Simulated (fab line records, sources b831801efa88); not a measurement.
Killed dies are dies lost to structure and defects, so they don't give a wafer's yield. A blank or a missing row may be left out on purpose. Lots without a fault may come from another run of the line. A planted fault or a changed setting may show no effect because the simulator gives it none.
Chamber matching | flow gf180mcu | GF_V4_CMP_04 on cmp-02: 4 sister chambers
The step polishes SiO2. 8 wafers are shown with their chamber, then 8 later ones without.

WAFERS WITH THEIR CHAMBER
wafer  | chamber | motor_current_A (A) | time_to_endpoint_s (s)
L478.4 | 1       | 11.8                | 72
L479.2 | 2       | 12.7                | 72
L479.4 | 0       | 10.0                | 82
L479.6 | 3       | 11.6                | 81
L481.1 | 3       | 12.1                | 69
L481.2 | 1       | 11.0                | 69
L481.4 | 0       | 10.8                | 76
L484.1 | 2       | 11.4                | 73

WAFERS WITHOUT THEIR CHAMBER
wafer  | motor_current_A (A) | time_to_endpoint_s (s)
L484.2 | 11.0                | 76
L484.5 | 10.2                | 82
L493.4 | 12.2                | 78
L493.5 | 11.1                | 81
L493.6 | 12.3                | 88
L495.1 | 12.5                | 92
L495.2 | 11.2                | 93
L495.4 | 11.2                | 89

WHICH CHAMBER EACH WENT THROUGH
wafer  | from the rows above               | in truth
L484.2 | can't be placed: 0 or 1 or 3 or 2 | 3
L484.5 | 0                                 | 0
L493.4 | can't be placed: 3 or 2 or 1      | 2
L493.5 | can't be placed: 0 or 3 or 1 or 2 | 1
L493.6 | can't be placed: 3 or 2 or 0 or 1 | 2
L495.1 | can't be placed: 3 or 2 or 0 or 1 | 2
L495.2 | can't be placed: 0 or 3 or 2 or 1 | 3
L495.4 | can't be placed: 0 or 3 or 2 or 1 | 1
Placed correctly: 1 of 8. Can't be placed from these rows: 7 (the true chamber is among the candidates in 7). Placed wrongly: 0.
How it was worked out, from the rows above alone: a wafer's distance from a chamber is the root of the sum, over the readings, of the square of ((its reading less the chamber's mean) divided by the reading's scatter). The wafer belongs to the nearest chamber; if the next one is less than 2 further off, it can't be placed. A chamber's mean is the mean of its shown wafers. The scatter: the root of (the sum of the squares of (reading less its chamber's mean) over the shown wafers, divided by (wafers less chambers)).
